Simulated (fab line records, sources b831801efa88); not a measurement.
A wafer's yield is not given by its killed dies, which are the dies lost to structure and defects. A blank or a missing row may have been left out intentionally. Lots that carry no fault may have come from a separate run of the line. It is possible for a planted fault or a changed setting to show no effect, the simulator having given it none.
A lot that was struck, set against a sound lot + flow sfqLine + 3 steps out of a route of 325
Sound: the wafers L725.3, L725.5, L725.6. Wafers struck: L735.2, L735.5, L735.6. The cause comes at the end.
Per side, at each step with rows, come the tool, then ch with its chambers, and then its first start. Under that, the readings that differ: sound wafers + struck wafers + difference of the means + sigmas: that difference in standard deviations of wafers without a fault.
alike: words and numbers the same on both sides, and readings whose means are apart by under 2 such deviations; not compared: readings that were withheld, readings missing a value for some wafer, numbers with overlapping values and no deviation given by the record, and bounds like >300 which may hide the same value.
A row with sigmas, a row that says differs or no value, or rows on one side alone: a step with any of these is where the two part. Non-overlapping numbers with no deviation appear without sigmas and do not part them. A reading that every wafer of one side lacks parts them only if that side has two wafers or more.

SFQ_INCOMING_BOW_MEAS_900:
  sound on filmMetro-02, day 3 02:02; struck on filmMetro-04, day 5 04:01
  alike: INCOMING_BOW
SFQ_TRILAYER_INCOMING_OXIDATION_002: target thk 500 nm, ox time 4939 s.
  sound on furnace-02 ch 0, day 3 02:07; struck on furnace-02 ch 0, day 5 04:07
| reading                                                  | sound                | struck               | difference | sigmas |
|----------------------------------------------------------|----------------------|----------------------|------------|--------|
| spikeTcCentreC (C)                                       | 999.4 997.7 998.9    | 991.6 991.4 991.5    | -7.2       | -5     |
| spikeTcLowerC (C)                                        | 999.2 999.1 998.7    | 991.7 991.8 993.2    | -6.8       | -7     |
| spikeTcTopC (C)                                          | 1007.8 1006.3 1005.5 | 999.4 999.4 998.3    | -7.5       | -3     |
| spikeTcUpperC (C)                                        | 1000.2 1000.9 1001.0 | 993.4 991.5 992.2    | -8.3       | -8     |
| tubeCenterTempC (C)                                      | 1000.1 1000.1 999.92 | 992.51 992.65 992.55 | -7.47      | -82    |
| tube_center_temp_C_max                                   | 1002.8 1003.1 1002.7 | 995.7 994.6 994.5    | -7.9       | -19    |
| model.SiO2_of_TRILAYER_INCOMING_OXIDATION_002.thkNm (nm) | 503.8 512.8 515      | 483 484.8 486.7      | -26        |        |
SFQ_TRILAYER_L0_DEP_SPUTTER_003: material MoNx KI, target thk 40 nm, time 100 s.
  sound on pvdSputter-06, day 3 04:29; struck on pvdSputter-03, day 5 06:29
  alike: throttleValvePct

WHERE THEY PART
SFQ_TRILAYER_INCOMING_OXIDATION_002 only, going by this record. Later steps at which nothing parts them and some readings are alike: SFQ_TRILAYER_L0_DEP_SPUTTER_003.

WHY: whatever the simulator had introduced
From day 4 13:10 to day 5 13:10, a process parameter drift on furnace-02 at SFQ_TRILAYER_INCOMING_OXIDATION_002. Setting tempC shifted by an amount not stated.
